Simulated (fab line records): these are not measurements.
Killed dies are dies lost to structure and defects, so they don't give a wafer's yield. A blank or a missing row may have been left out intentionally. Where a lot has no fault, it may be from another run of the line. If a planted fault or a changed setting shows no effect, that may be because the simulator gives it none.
Matching of chambers || flow gf180mcu || GF_V5_CMP_04 on cmp-01: 4 sister chambers
The step polishes SiO2. 8 wafers are shown with their chamber, then 8 later ones without.

EACH WAFER AND ITS CHAMBER
{"wafer": "L959.6", "chamber": 0, "motor-current-A (A)": 12.1, "edge-zone-pressure-frac": 0.996}
{"wafer": "L964.5", "chamber": 1, "motor-current-A (A)": 11.3, "edge-zone-pressure-frac": 1.004}
{"wafer": "L965.4", "chamber": 0, "motor-current-A (A)": 12.0, "edge-zone-pressure-frac": 0.999}
{"wafer": "L966.3", "chamber": 1, "motor-current-A (A)": 11.0, "edge-zone-pressure-frac": 1.004}
{"wafer": "L967.1", "chamber": 3, "motor-current-A (A)": 12.8, "edge-zone-pressure-frac": 1.001}
{"wafer": "L967.4", "chamber": 2, "motor-current-A (A)": 13.1, "edge-zone-pressure-frac": 0.997}
{"wafer": "L967.6", "chamber": 3, "motor-current-A (A)": 12.6, "edge-zone-pressure-frac": 0.998}
{"wafer": "L968.1", "chamber": 2, "motor-current-A (A)": 12.5, "edge-zone-pressure-frac": 0.998}

WAFERS WITHOUT THEIR CHAMBER
{"wafer": "L968.4", "motor-current-A (A)": 10.8, "edge-zone-pressure-frac": 0.998}
{"wafer": "L968.6", "motor-current-A (A)": 12.2, "edge-zone-pressure-frac": 1.005}
{"wafer": "L974.1", "motor-current-A (A)": 11.8, "edge-zone-pressure-frac": 1.004}
{"wafer": "L974.3", "motor-current-A (A)": 10.9, "edge-zone-pressure-frac": 1.006}
{"wafer": "L974.6", "motor-current-A (A)": 11.0, "edge-zone-pressure-frac": 1.002}
{"wafer": "L979.4", "motor-current-A (A)": 13.7, "edge-zone-pressure-frac": 1.003}
{"wafer": "L979.5", "motor-current-A (A)": 12.6, "edge-zone-pressure-frac": 1.001}
{"wafer": "L979.6", "motor-current-A (A)": 13.9, "edge-zone-pressure-frac": 0.992}

CHAMBER TAKEN BY EACH
{"wafer": "L968.4", "from the rows above": "can't be placed: 1 or 0", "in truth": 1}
{"wafer": "L968.6", "from the rows above": "can't be placed: 3 or 1 or 0 or 2", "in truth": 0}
{"wafer": "L974.1", "from the rows above": "can't be placed: 1 or 0", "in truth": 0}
{"wafer": "L974.3", "from the rows above": 1, "in truth": 1}
{"wafer": "L974.6", "from the rows above": 1, "in truth": 1}
{"wafer": "L979.4", "from the rows above": "can't be placed: 3 or 2", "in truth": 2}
{"wafer": "L979.5", "from the rows above": "can't be placed: 3 or 2", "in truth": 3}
{"wafer": "L979.6", "from the rows above": "can't be placed: 2 or 3", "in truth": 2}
Correct placement for 2 of the 8. Not placeable from these rows: 6 (in 6, the candidates include the true chamber). Placed wrongly: 0.
How it was worked out, from the rows above alone: a wafer's distance from a chamber is the root of the sum, over the readings, of the square of ((its reading less the chamber's mean) divided by the reading's scatter). If the next closest chamber is less than 2 further off than the closest, the wafer can't be placed; otherwise it belongs to the closest. The mean given for a chamber averages the wafers shown for that chamber. The scatter is the square root of a quotient: the sum, over the shown wafers, of each reading's squared deviation from its chamber's mean, divided by wafers minus chambers.
